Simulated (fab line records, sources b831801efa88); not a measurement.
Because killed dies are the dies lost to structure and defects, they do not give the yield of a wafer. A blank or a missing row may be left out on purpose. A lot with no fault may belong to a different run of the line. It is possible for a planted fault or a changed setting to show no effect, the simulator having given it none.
A lot that was struck, set against a sound lot ; flow sky130 ; 45 steps out of a route of 708
Sound: these wafers, L606.1, L606.5, L606.6. Struck: wafer L601.4; the same lot's L601.2 was not struck, so it is left out; see the end for the cause.
Each step with rows lists, per side, the tool, then ch with its chambers, then its first start. Under that, the readings that differ: sound wafers ; struck wafers ; difference of the means ; sigmas: that difference in standard deviations of wafers without a fault.
alike: words and numbers the same on both sides, and readings whose means are apart by under 2 such deviations; not compared: readings that were withheld, readings missing a value for some wafer, numbers with overlapping values and no deviation given by the record, and bounds like >300 which may hide the same value.
A row with sigmas, a row that says differs or no value, or rows on one side alone: a step with any of these is where the two part. Numbers that don't overlap but have no deviation are shown without sigmas and don't part them. A reading that every wafer of one side lacks parts them only if that side has two wafers or more.

first, 7 steps without rows for these wafers: SKY_LDD_N_DEHYDRATE_00 (time 60 s); SKY_LDD_N_HMDS_01 (prime time 60 s); SKY_LDD_N_COAT_02 (resist thk 300 nm); SKY_LDD_N_SOFTBAKE_03 (time 60 s); SKY_LDD_N_EXPOSE_04 (exposes mask NTM, target cd 840 nm); SKY_LDD_N_PEB_05; SKY_LDD_N_DEVELOP_06 (develop time 60 s).
SKY_LDD_N_OVL_MEAS_07:
  struck on overlay-02, day 22 09:24; sound on overlay-01, day 23 15:29
  alike: LDD_N_OVL
then, 4 steps without rows for these wafers: SKY_LDD_N_IMPLANT_08; SKY_LDD_N_IMPLANT_09; SKY_LDD_N_IMPLANT_10; SKY_LDD_N_IMPLANT_11.
SKY_LDD_N_IMPLANT_12:
  sound on implanter-02 ch 0, day 23 16:08; struck on implanter-01 ch 0, day 22 10:03
reading;sound;struck;difference;sigmas
beamOnS (s);10.03 9.90 9.81;13.74;+3.83;+21
faradayCurrentUA;28.1 28.4 28.6;20.5;-7.9;-15
then, 3 steps without rows for these wafers: SKY_LDD_N_IMPLANT_13; SKY_LDD_N_IMPLANT_14; SKY_LDD_N_IMPLANT_15.
SKY_LDD_N_STRIP_16: strips in O2/N2.
  sound on plasmaAsher-01 ch 0,1, day 23 16:44; struck on plasmaAsher-01 ch 1, day 22 10:38
  alike: chamberPressureMTorr, drypumpMotorCurrentA, oesProductAu, stripTimeToEndpointS
  not compared: rfHoursCounterH
SKY_LDD_N_TW_MEAS_17:
  struck on filmMetro-03, day 22 10:44; sound on filmMetro-02, day 23 16:50
  alike: LDD_N_TW
then, 7 steps without rows for these wafers: SKY_LDD_P_DEHYDRATE_00 (time 60 s); SKY_LDD_P_HMDS_01 (prime time 60 s); SKY_LDD_P_COAT_02 (resist thk 1140 nm); SKY_LDD_P_SOFTBAKE_03 (time 60 s); SKY_LDD_P_EXPOSE_04 (exposes mask PSDM, target cd 380 nm); SKY_LDD_P_PEB_05; SKY_LDD_P_DEVELOP_06 (develop time 60 s).
SKY_LDD_P_CD_MEAS_07 targets a cd of 380 nm.
  struck on cdSem-02, day 23 16:11; sound on cdSem-02, day 24 22:35
reading;sound;struck;difference;sigmas
cdNm (nm);378.9 379.6 381.2;387.4;+7.5;+3
SKY_LDD_P_OVL_MEAS_08:
  struck on overlay-01, day 23 16:17; sound on overlay-02, day 24 22:43
  alike: LDD_P_OVL
next, for these wafers, 1 step has no rows: SKY_LDD_P_IMPLANT_09.
SKY_LDD_P_STRIP_10: strips in O2/N2.
  sound on plasmaAsher-03 ch 0,1, day 24 22:54; struck on plasmaAsher-04 ch 1, day 23 16:28
reading;sound;struck;difference;sigmas
chamberPressureMTorr (mTorr);1497.5 1499.9 1498.3;1502.3;+3.7;+3
  alike: drypumpMotorCurrentA, oesProductAu, stripTimeToEndpointS
  not compared: rfHoursCounterH
SKY_LDD_P_TW_MEAS_11:
  struck on filmMetro-03, day 23 16:34; sound on filmMetro-03, day 24 23:00
  alike: LDD_P_TW
then, 7 steps without rows for these wafers: SKY_LDD_HVN_DEHYDRATE_00 (time 60 s); SKY_LDD_HVN_HMDS_01 (prime time 60 s); SKY_LDD_HVN_COAT_02 (resist thk 300 nm); SKY_LDD_HVN_SOFTBAKE_03 (time 60 s); SKY_LDD_HVN_EXPOSE_04 (exposes mask HVNTM, target cd 700 nm); SKY_LDD_HVN_PEB_05; SKY_LDD_HVN_DEVELOP_06 (develop time 60 s).
SKY_LDD_HVN_OVL_MEAS_07:
  struck on overlay-01, day 24 22:12; sound on overlay-01, day 26 04:23
  alike: LDD_HVN_OVL
next, for these wafers, 1 step has no rows: SKY_LDD_HVN_IMPLANT_08.
SKY_LDD_HVN_STRIP_09: strips in O2/N2.
  sound on plasmaAsher-03 ch 0,1, day 26 04:35; struck on plasmaAsher-02 ch 1, day 24 22:23
reading;sound;struck;difference;sigmas
drypumpMotorCurrentA (A);5.3 5.3 5.7;6.4;+1.0;+2
oesProductAu (a.u.);0.412 0.405 0.408;0.424;+0.016;+4
  alike: chamberPressureMTorr, stripTimeToEndpointS
  not compared: rfHoursCounterH
SKY_LDD_HVN_TW_MEAS_10:
  struck on filmMetro-04, day 24 22:29; sound on filmMetro-04, day 26 04:41
  alike: LDD_HVN_TW
then, 1 step without rows for these wafers: SKY_LDD_HVP_DEHYDRATE_00 (time 60 s).
-- the record jumps here: 22 days lie between the struck wafers' starts before and after (it left off in module LDD_HVP and takes up again in module PASSIVATION, whose first step shown is number 684 of the route) --
SKY_PASSIVATION_THK_MEAS_03:
  struck on filmMetro-02, day 47 08:47; sound on filmMetro-02, day 48 02:34
  alike: PASSIVATION_CVD_02_THK
  not compared: hold
SKY_PASSIVATION_DEHYDRATE_04: time 60 s.
  sound on lithoTrack-03 ch 0, day 48 11:15; struck on lithoTrack-01 ch 0, day 47 17:58
reading;sound;struck;difference;sigmas
hold;- - -;awaitDispo/5.9h/release;no value on the sound wafers;
  alike: resistLineTempC
SKY_PAD_OPEN_PROBE_99:
  struck on prober-02, day 49 01:19; sound on prober-01, day 49 17:19
reading;sound;struck;difference;sigmas
model.etest.nfet_01v8_lvt.vtSatV (V);0.5363 0.5346 0.5345;0.5794;+0.0443;
model.etest.nfet_01v8.vtSatV (V);0.6477 0.644 0.6478;0.6757;+0.0292;
model.etest.nfet_01v8_lvt.vtV (V);0.6097 0.6051 0.6083;0.6315;+0.0238;
model.etest.nfet_01v8.vtV (V);0.6996 0.6982 0.6987;0.7108;+0.0120;
  alike: killed_at_M0_to_M3, killed_at_M4_up, killedAtContacts, killedAtFrontEnd, killedAtOther, killedDies, killedOpen, killedShort
  not compared: model.etest.sramNfetPass.vtSatV

WHERE THEY PART
Last at SKY_PASSIVATION_DEHYDRATE_04 as far as this record goes, first at SKY_LDD_N_IMPLANT_12. Later steps at which nothing parts them and some readings are alike: SKY_PAD_OPEN_PROBE_99.

WHY: the cause the simulator had injected
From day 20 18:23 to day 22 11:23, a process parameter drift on implanter-01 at SKY_LDD_N_IMPLANT_12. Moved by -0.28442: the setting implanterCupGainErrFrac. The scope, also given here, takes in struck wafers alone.
